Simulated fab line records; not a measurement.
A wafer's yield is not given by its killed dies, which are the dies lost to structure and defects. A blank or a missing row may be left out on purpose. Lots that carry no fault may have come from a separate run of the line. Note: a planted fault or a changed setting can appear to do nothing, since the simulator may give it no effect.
fab line records	flow sky130
record: lots: 5	wafers: 13	lastDay: 50
route steps=708 shown METAL5@680 PASSIVATION@681
lots that met no fault: taken from a fault-free run of the same line
startH: the number of hours between the record's first day and the start of the first shown wafer of the lot	waitH: how many hours have passed since the lot's step before this one	" identical to the entry in the row above	L1.1+2: several wafers, shown together as one row	- no value, or no start was given	* or withheld: withheld	< > ~ a bound
route shown NAME@n: NAME is a module with steps in the file, n the number in the route of the first one	usual: the fault-free wafers' mean and standard deviation	same: alike in all rows	chamber/n: place in a boat	sites: readings site by site	_std_site: the standard deviation of these	_edge_site: mean of outer sites minus mean of inner sites	radiusMm: how far each site lies from the wafer's centre	mask NAME#n: copy n	behind: the tool/chamber that last shaped the wafer	hold: what put the lot on hold/how long, in hours/how the hold closed	device: whichever transistor did not switch (one of n, p or np)	end of line: at the end of the route, the tests of the same wafers	a step with no rows: only its recipe	killed: count of dies lost to structure and defects at first sort (not the wafer's yield)	map: dies across one wafer; x = killed, . = not, _ = none there
set.NAME: setting as actually run; set.NAME@STEP: the setting as run at that earlier step	model.NAME: the simulator's own value behind a step, which no gauge read
lots seen at some steps along the route; tables by step, rows by wafer
services: from which hour (startH, from the record's first day; less than 0 if before it) a tool's chamber was out of use, for how many hours, and why
== steps ==
step: SKY_METAL5_CLEAN_19
recipe: chemistry: O3/DIW	dry: n2Spin
step: SKY_PASSIVATION_CVD_00
recipe: material: SiO2	targetThkNm: 90	tempC: 400	timeS: withheld	rfW: 600
usual: heaterPowerW: 680/68
lot.wafer	tool	chamber	startH	waitH	heaterPowerW
L312.2	pecvd-01	2	1087.39	0.0	706
L312.4	"	2	"	"	728
L312.5	"	0	"	"	657
L318.5	pecvd-04	0	1113.26	0.0	639
L322.1	pecvd-04	1	1138.48	0.0	729
L322.2	"	2	"	"	741
L322.6	"	1	"	"	737
L323.3	pecvd-04	0	1147.33	0.0	651
L323.4	"	2	"	"	774
L323.6	"	1	"	"	768
L324.1	pecvd-04	2	1149.34	0.0	632
L324.2	"	1	"	"	807
L324.6	"	2	"	"	639
step: SKY_PASSIVATION_THK_MEAS_01
recipe: reads: SiO2_of_PASSIVATION_CVD_00
usual: PASSIVATION_CVD_00_THK: 90.0/1.2
lot.wafer	tool	chamber	startH	waitH	PASSIVATION_CVD_00_THK[nm]
L312.2	filmMetro-02	-	1087.43	-	90.8
L312.4	"	-	"	"	92.6
L312.5	"	-	"	"	90.5
L318.5	filmMetro-04	-	1113.31	-	90.4
L322.1	filmMetro-02	-	1138.51	-	87.5
L322.2	"	-	"	"	88.7
L322.6	"	-	"	"	90.5
L323.3	filmMetro-02	-	1147.39	-	92.1
L323.4	"	-	"	"	90.9
L323.6	"	-	"	"	91.8
L324.1	filmMetro-02	-	1149.37	-	90.3
L324.2	"	-	"	"	88.6
L324.6	"	-	"	"	91.2
step: SKY_PASSIVATION_CVD_02
recipe: material: Si3N4	targetThkNm: 540	tempC: 400	timeS: withheld	rfW: 450
usual: heaterPowerW: 740/69
lot.wafer	tool	chamber	startH	waitH	heaterPowerW
L312.2	pecvd-03	2	1087.48	0.0	775
L312.4	"	0	"	"	715
L312.5	"	2	"	"	783
L318.5	pecvd-03	0	1113.44	0.1	663
L322.1	pecvd-01	0	1138.57	0.1	671
L322.2	"	1	"	"	683
L322.6	"	0	"	"	698
L323.3	pecvd-03	2	1147.43	0.0	841
L323.4	"	0	"	"	646
L323.6	"	1	"	"	813
L324.1	pecvd-01	2	1149.43	0.1	743
L324.2	"	0	"	"	714
L324.6	"	2	"	"	789
step: SKY_PASSIVATION_THK_MEAS_03
recipe: reads: Si3N4_of_PASSIVATION_CVD_02
usual: PASSIVATION_CVD_02_THK: 541/7.3
lot.wafer	tool	chamber	startH	waitH	PASSIVATION_CVD_02_THK[nm]
L312.2	filmMetro-04	-	1087.71	-	542
L312.4	"	-	"	"	535
L312.5	"	-	"	"	547
L318.5	filmMetro-04	-	1113.60	-	548
L322.1	filmMetro-04	-	1138.79	-	528
L322.2	"	-	"	"	526
L322.6	"	-	"	"	545
L323.3	filmMetro-04	-	1147.68	-	539
L323.4	"	-	"	"	553
L323.6	"	-	"	"	536
L324.1	filmMetro-01	-	1149.65	-	538
L324.2	"	-	"	"	534
L324.6	"	-	"	"	551
step: SKY_PASSIVATION_DEHYDRATE_04
recipe: tempC: 200	timeS: 60
step: SKY_PASSIVATION_HMDS_05
recipe: primeTimeS: 60	primeTempC: 120
step: SKY_PASSIVATION_COAT_06
recipe: spinRpm: 2000	resistThkNm: 3000
step: SKY_PASSIVATION_SOFTBAKE_07
recipe: tempC: 110	timeS: withheld
step: SKY_PASSIVATION_EXPOSE_08
recipe: maskId: NSM	targetCdNm: 3000	na: 0.57	doseMj: 260
step: SKY_PASSIVATION_PEB_09
recipe: tempC: 115	timeS: withheld
step: SKY_PASSIVATION_DEVELOP_10
recipe: developTimeS: 60	devTempC: 23
step: SKY_PASSIVATION_ETCH_11
recipe: chemistry: CF4/O2	targetDepthNm: 725	stopOn: AlCu	sourceW: 800	biasW: 150	pressureMtorr: 150	cf4FlowSccm: 80	O2_flow_sccm: 10	timeS: 161.1
usual: drypumpMotorCurrentA: 5.7/0.48	oesProductAu: 0.978/0.0076	throttleValvePct: 5.964/0.0093
lot.wafer	tool	chamber	startH	waitH	drypumpMotorCurrentA	oesProductAu	rfHoursCounterH	throttleValvePct	model.etch.depthNm	model.PASSIVATION.featureDepthNm	model.coat_of_PASSIVATION_COAT_06.thkNm
L312.2	rieDiel-02	0	1108.36	-	6.2	0.973	23	5.951	692.5	692.5	2534
L312.4	"	1	"	"	5.5	0.972	-	5.973	703.9	703.9	2513
L312.5	"	0	"	"	6.2	0.969	-	5.974	696.6	696.6	2537
L318.5	rieDiel-02	2	1134.31	-	6.2	0.842	-	5.919	543.2	543.2	2647
L322.1	rieDiel-04	2	1157.58	-	6.2	0.961	19	5.936	690.6	690.6	2492
L322.2	"	1	"	"	4.9	0.962	21	5.968	689	689	2521
L322.6	"	0	"	"	5.7	0.980	-	5.952	710.3	710.3	2512
L323.3	rieDiel-03	0	1166.28	-	5.8	0.977	13	5.958	706.8	706.8	2523
L323.4	"	2	"	"	5.6	0.982	13	5.977	719.2	719.2	2523
L323.6	"	1	"	"	5.3	0.979	-	5.981	702.6	702.6	2519
L324.1	rieDiel-04	3	1168.27	-	4.8	0.970	7	5.950	703.4	703.4	2531
L324.2	"	1	"	"	4.9	0.963	21	5.971	698	698	2548
L324.6	"	3	"	"	4.7	0.989	-	5.976	718.2	718.2	2529
step: SKY_PASSIVATION_STRIP_12
recipe: chemistry: O2/N2	powerW: 1400	pressureMtorr: 1500	platenTempC: withheld	overashFraction: 0.7	o2FlowSccm: 3000	n2FlowSccm: 300
usual: drypumpMotorCurrentA: 6.0/0.36	oesProductAu: 0.660/0.005	stripTimeToEndpointS: 31.52/0.16
lot.wafer	tool	chamber	startH	waitH	drypumpMotorCurrentA	oesProductAu	rfHoursCounterH	stripTimeToEndpointS
L312.2	plasmaAsher-04	1	1108.47	0.1	6.0	0.656	70	31.73
L312.4	"	1	"	"	6.0	0.657	-	31.50
L312.5	"	0	"	"	6.4	0.665	-	31.77
L318.5	plasmaAsher-01	0	1134.43	0.1	5.3	0.666	-	33.03
L322.1	plasmaAsher-04	1	1157.69	0.1	6.0	0.666	74	31.24
L322.2	"	0	"	"	6.4	0.657	74	31.56
L322.6	"	1	"	"	6.0	0.652	-	31.47
L323.3	plasmaAsher-01	0	1166.42	0.1	5.2	0.653	-	31.62
L323.4	"	1	"	"	6.4	0.661	-	31.60
L323.6	"	0	"	"	5.2	0.658	-	31.55
L324.1	plasmaAsher-03	0	1168.38	0.1	6.1	0.663	42	31.71
L324.2	"	1	"	"	6.1	0.664	42	31.90
L324.6	"	1	"	"	6.1	0.655	-	31.68
== services ==
tool	chamber	startH	hours	kind
rieDiel-02	-	1063.96	2.8	pm
plasmaAsher-01	0	1064.25	-	clean
plasmaAsher-01	1	1064.25	-	clean
rieDiel-02	2	1079.05	2.7	repair
pecvd-01	2	1079.96	5.5	scheduledDown
plasmaAsher-01	-	1084.03	2.5	repair
pecvd-04	1	1088.27	2.1	scheduledDown
pecvd-04	2	1090.40	2.1	scheduledDown
rieDiel-02	2	1107.84	-	clean
rieDiel-02	2	1107.84	13.7	scheduledDown
rieDiel-02	2	1107.84	13.7	ventCycle
rieDiel-03	1	1113.43	18.9	repair
rieDiel-04	3	1129.32	6.4	repair
plasmaAsher-03	-	1137.64	2.8	pm
plasmaAsher-03	-	1158.95	4.1	repair
== key ==
firstSign: step: SKY_PASSIVATION_ETCH_11	reading: oesProductAu	direction: down	sigmas: 18	usual: 0.978	struck: 0.842
effect: step: SKY_PASSIVATION_ETCH_11	reading: throttleValvePct	direction: down	sigmas: 4.9	usual: 5.964	struck: 5.919
effect: step: SKY_PASSIVATION_STRIP_12	reading: stripTimeToEndpointS	direction: up	sigmas: 9.6	usual: *	struck: *
modelEffect: step: SKY_PASSIVATION_ETCH_11	value: etch.depthNm	without: 714.8	struck: 543.2
metAt SKY_PASSIVATION_ETCH_11
struckWafers L318.5
laterRowsLeftOut L318.5
sortLeftOut L318.5
testerLeftOut L318
earlierFault: kind: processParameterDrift	tool: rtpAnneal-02	chamber: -	onsetH: 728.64	steps: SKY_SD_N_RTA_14	channel: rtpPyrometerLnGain	offset: 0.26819	shape: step	endH: 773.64
fault: kind: processParameterDrift	tool: rieDiel-02	chamber: 2	onsetH: 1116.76	steps: SKY_PASSIVATION_ETCH_11	channel: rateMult	offset: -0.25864	shape: step	endH: 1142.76
testerLeftOut: of these lots the tester's yield and bins aren't shown, on N5 and GAA mostly nor the transistor test; their killed dies are dies lost to structure and defects alone, not to doping, threshold or leakage, so they don't give the yield
sortLeftOut: the simulated sort isn't trusted on such a fault, so these wafers' sort isn't shown, and their yield isn't known
laterRowsLeftOut: the simulator's readings of these wafers behind a module that went badly wrong aren't trusted and aren't shown, but for the sort
